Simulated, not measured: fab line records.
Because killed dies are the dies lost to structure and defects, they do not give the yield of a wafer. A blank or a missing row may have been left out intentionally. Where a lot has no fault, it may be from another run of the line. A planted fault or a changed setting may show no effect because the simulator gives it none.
Which tool did it? / flow gf180mcu / 14 lots, 42 wafers sampled, at 2 steps of a route of 602

## WHAT THE GAUGES READ, wafer by wafer
GF_VT_IMPLANT_OVL_MEAS_29.
lot=L955; measured=day 7 04:13; on=overlay-01; VT_IMPLANT_02_OVL (nm)=-1.7 -0.1 -0.3
lot=L956; measured=day 7 07:27; on=overlay-02; VT_IMPLANT_02_OVL (nm)=-1.6 -0.9 -0.4
lot=L959; measured=day 8 06:05; on=overlay-01; VT_IMPLANT_02_OVL (nm)=1.9 1.0 -0.1
lot=L960; measured=day 8 11:02; on=overlay-02; VT_IMPLANT_02_OVL (nm)=-2.0 -0.8 -1.2
lot=L966; measured=day 10 02:43; on=overlay-02; VT_IMPLANT_02_OVL (nm)=-0.2 0.8 -0.7
lot=L968; measured=day 10 17:52; on=overlay-01; VT_IMPLANT_02_OVL (nm)=1.2 -1.1 -1.5
lot=L969; measured=day 11 01:51; on=overlay-02; VT_IMPLANT_02_OVL (nm)=-3.1 -1.8 -4.6
lot=L970; measured=day 11 07:11; on=overlay-02; VT_IMPLANT_02_OVL (nm)=-0.8 -3.5 -0.7
lot=L971; measured=day 11 13:42; on=overlay-02; VT_IMPLANT_02_OVL (nm)=-2.5 -1.7 -3.1
lot=L973; measured=day 12 02:38; on=overlay-02; VT_IMPLANT_02_OVL (nm)=-0.6 -0.7 -0.5
lot=L974; measured=day 12 10:17; on=overlay-02; VT_IMPLANT_02_OVL (nm)=-0.9 0.3 -2.0
lot=L975; measured=day 12 18:19; on=overlay-01; VT_IMPLANT_02_OVL (nm)=-0.1 -0.8 0.8
lot=L976; measured=day 13 08:17; on=overlay-02; VT_IMPLANT_02_OVL (nm)=0.7 0.3 2.1
lot=L977; measured=day 13 08:37; on=overlay-02; VT_IMPLANT_02_OVL (nm)=-0.7 -1.3 -0.9

GF_VT_IMPLANT_TW_MEAS_43.
lot=L955; measured=day 7 19:32; on=filmMetro-04; VT_IMPLANT_4_TW=693 695 695
lot=L956; measured=day 7 22:27; on=filmMetro-04; VT_IMPLANT_4_TW=698 698 694
lot=L959; measured=day 8 23:34; on=filmMetro-02; VT_IMPLANT_4_TW=698 693 699
lot=L960; measured=day 9 03:56; on=filmMetro-02; VT_IMPLANT_4_TW=696 699 698
lot=L966; measured=day 10 22:02; on=filmMetro-02; VT_IMPLANT_4_TW=698 701 701
lot=L968; measured=day 11 13:12; on=filmMetro-04; VT_IMPLANT_4_TW=688 686 687
lot=L969; measured=day 11 20:37; on=filmMetro-04; VT_IMPLANT_4_TW=693 691 697
lot=L970; measured=day 12 02:15; on=filmMetro-01; VT_IMPLANT_4_TW=699 699 701
lot=L971; measured=day 12 08:40; on=filmMetro-02; VT_IMPLANT_4_TW=701 699 695
lot=L973; measured=day 12 22:39; on=filmMetro-04; VT_IMPLANT_4_TW=697 696 699
lot=L974; measured=day 13 06:03; on=filmMetro-01; VT_IMPLANT_4_TW=701 703 705
lot=L975; measured=day 13 13:50; on=filmMetro-02; VT_IMPLANT_4_TW=699 696 701
lot=L976; measured=day 14 05:35; on=filmMetro-02; VT_IMPLANT_4_TW=700 701 701
lot=L977; measured=day 14 05:53; on=filmMetro-02; VT_IMPLANT_4_TW=702 701 703

## TOOL THAT RAN EACH LOT (tool first, then ch and the chambers of the sampled wafers, then the start)
Before these readings, the record contains no process step.

## AS READ BY THE TOOLS THEMSELVES (means over the sampled wafers that have a number; for cases with no such wafer, the mark the record gives instead)
The record holds no such reading with a usual standard deviation.

## THE ANSWER, worked out from the rows above alone
Rule: what is usual is taken from the lots themselves. The widest of any qualifying gaps counts: lots, ordered by their means at a reading, are off when they make up no more than a third of the lots, leave a main group of 4 or more, and stand apart from it by 3 or more times the standard deviation of that group's means. Not used: any main group whose means are identical at the precision the tables above print for the reading. A lot without any number at a reading at which 4 lots or more have one is off too. Where the step has rows for the other lots, those lots are counted as sound. After the gauges, taken in route order, come the tools' own readings; for these a lot's mean is taken, as printed above. At the first step where some lot is off, the reading lying furthest off is the one used; lots without a number count as furthest.
Nothing can be told from this: no lot is off at any reading shown.

## WHAT THE SIMULATOR HAD INSERTED
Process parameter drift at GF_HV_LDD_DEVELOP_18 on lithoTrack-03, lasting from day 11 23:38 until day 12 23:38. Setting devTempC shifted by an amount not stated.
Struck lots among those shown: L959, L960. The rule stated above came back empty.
